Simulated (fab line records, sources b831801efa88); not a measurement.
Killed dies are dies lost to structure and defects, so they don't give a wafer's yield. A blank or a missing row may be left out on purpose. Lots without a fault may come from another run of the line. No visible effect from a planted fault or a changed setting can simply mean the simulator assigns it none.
A lot that was struck, set against a sound lot / flow sky130 / 16 out of 708 route steps
Sound: wafers L332.3, L332.4, L332.5. Wafers struck: L338.2, L338.4, L338.5. The cause is given at the end.
Order at every step that has rows: each side's tool, ch and its chambers, its first start. Under that, the readings that differ: sound wafers / struck wafers / difference of the means / sigmas: that difference in standard deviations of wafers without a fault.
alike: readings with means less than 2 such deviations apart, plus words and numbers identical on both sides. not compared: withheld readings, readings lacking a value on some wafer, bounds such as >300 that could conceal the same value, and numbers that have no deviation in the record and whose values overlap.
The two part at a step that has a row with sigmas, a row that says differs or no value, or rows on one side only. Non-overlapping numbers with no deviation appear without sigmas and do not part them. A reading missing from all wafers of one side parts the sides only when that side holds two or more wafers.

SKY_LDD_HVP_TW_MEAS_10:
  struck on film metro-04, day 27 13:39; sound on film metro-04, day 25 12:17
  alike: LDD_HVP_TW
then, 7 steps without rows for these wafers: SKY_LDD_LDN_DEHYDRATE_00 (time 60 s); SKY_LDD_LDN_HMDS_01 (prime time 60 s); SKY_LDD_LDN_COAT_02 (resist thk 1140 nm); SKY_LDD_LDN_SOFTBAKE_03 (time 60 s); SKY_LDD_LDN_EXPOSE_04 (exposes mask LDNTM, target cd 700 nm); SKY_LDD_LDN_PEB_05; SKY_LDD_LDN_DEVELOP_06 (develop time 60 s).
SKY_LDD_LDN_OVL_MEAS_07:
  struck on overlay-02, day 28 18:18; sound on overlay-02, day 26 16:28
  alike: LDD_LDN_OVL
then, 3 steps without rows for these wafers: SKY_LDD_LDN_IMPLANT_08; SKY_LDD_LDN_IMPLANT_09; SKY_LDD_LDN_IMPLANT_10.
SKY_LDD_LDN_IMPLANT_11:
  sound on implanter-03 ch 0, day 26 16:59; struck on implanter-01 ch 0, day 28 18:49
reading=dose ions cm2; sound=1.2502e+13 1.2496e+13 1.2495e+13; struck=6.016e+12 6.034e+12 6.024e+12; difference=-6.473e+12; sigmas=-99 or more
reading=faraday current uA; sound=74.0 68.7 69.5; struck=33.3 34.5 33.7; difference=-36.9; sigmas=-25
  alike: beam energy keV
SKY_LDD_LDN_STRIP_12: strips in O2/N2.
  sound on plasma asher-02 ch 0,1, day 26 17:07; struck on plasma asher-02 ch 0, day 28 18:56
  alike: drypump motor current A, oes product au, strip time to endpoint s
  not compared: rf hours counter h
SKY_LDD_LDN_TW_MEAS_13:
  struck on film metro-02, day 28 19:02; sound on film metro-01, day 26 17:12
  alike: LDD_LDN_TW
  not compared: hold
-- a jump in the record: the struck wafers' starts before and after are 21 days apart (it breaks off in module LDD_LDN and resumes in module PAD_OPEN, where the first step shown is number 708 of the route) --
SKY_PAD_OPEN_PROBE_99:
  struck on prober-01, day 49 17:04; sound on prober-01, day 48 09:36
reading=killed dies; sound=87 101 95; struck=79 69 79; difference=-19; sigmas=-2
reading=model.etest.tip sonos.rs ohm sq; sound=2740 2729 2731; struck=2867 2910 2925; difference=+167; sigmas=
  alike: killed_at_M0_to_M3, killed_at_M4_up, killed at contacts, killed at front end, killed at other, killed open, killed short

## WHERE THEY PART
First at SKY_LDD_LDN_IMPLANT_11; last, within this record, at SKY_PAD_OPEN_PROBE_99.

WHY: the cause the simulator had injected
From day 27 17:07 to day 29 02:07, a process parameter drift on implanter-01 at SKY_LDD_LDN_IMPLANT_11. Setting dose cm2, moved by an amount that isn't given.
